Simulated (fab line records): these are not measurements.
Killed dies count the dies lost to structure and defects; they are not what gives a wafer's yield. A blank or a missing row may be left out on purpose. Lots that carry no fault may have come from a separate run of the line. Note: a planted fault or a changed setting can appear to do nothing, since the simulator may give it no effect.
Matching of chambers | flow gf180mcu | pecvd-04 running GF_MIM_CVD_05: 3 sister chambers
The step deposits Si3N4, target thk 42 nm, time 29.086 s. 3 wafers are shown with their chamber, then 8 later ones without.

== WAFERS, EACH WITH ITS CHAMBER ==
wafer  | chamber | heater power w (W)
L080.4 | 2       | 593
L083.3 | 0       | 629
L086.4 | 1       | 521

== WAFERS MISSING THEIR CHAMBER ==
wafer  | heater power w (W)
L086.5 | 582
L086.6 | 620
L089.1 | 684
L089.2 | 508
L089.3 | 593
L094.2 | 613
L094.3 | 525
L094.4 | 498

== THE CHAMBER EACH PASSED THROUGH ==
wafer  | from the rows above     | in truth
L086.5 | can't be placed: 2 or 0 | 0
L086.6 | can't be placed: 0 or 2 | 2
L089.1 | can't be placed: 0 or 2 | 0
L089.2 | 1                       | 1
L089.3 | can't be placed: 2 or 0 | 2
L094.2 | can't be placed: 0 or 2 | 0
L094.3 | 1                       | 1
L094.4 | 1                       | 1
Placed correctly: 3 of 8. These rows do not allow placing 5 (true chamber among the candidates in 5). Wrongly placed: 0.
How it was worked out, from the rows above alone: a wafer's distance from a chamber is the root of the sum, over the readings, of the square of ((its reading less the chamber's mean) divided by the reading's scatter). The wafer belongs to the nearest chamber; if the next one is less than 2 further off, it can't be placed. A chamber's mean is the mean of its shown wafers. The scatter (one wafer shown for each chamber): square how far every hidden wafer sits from the nearest shown wafer, average those squares and take the square root.
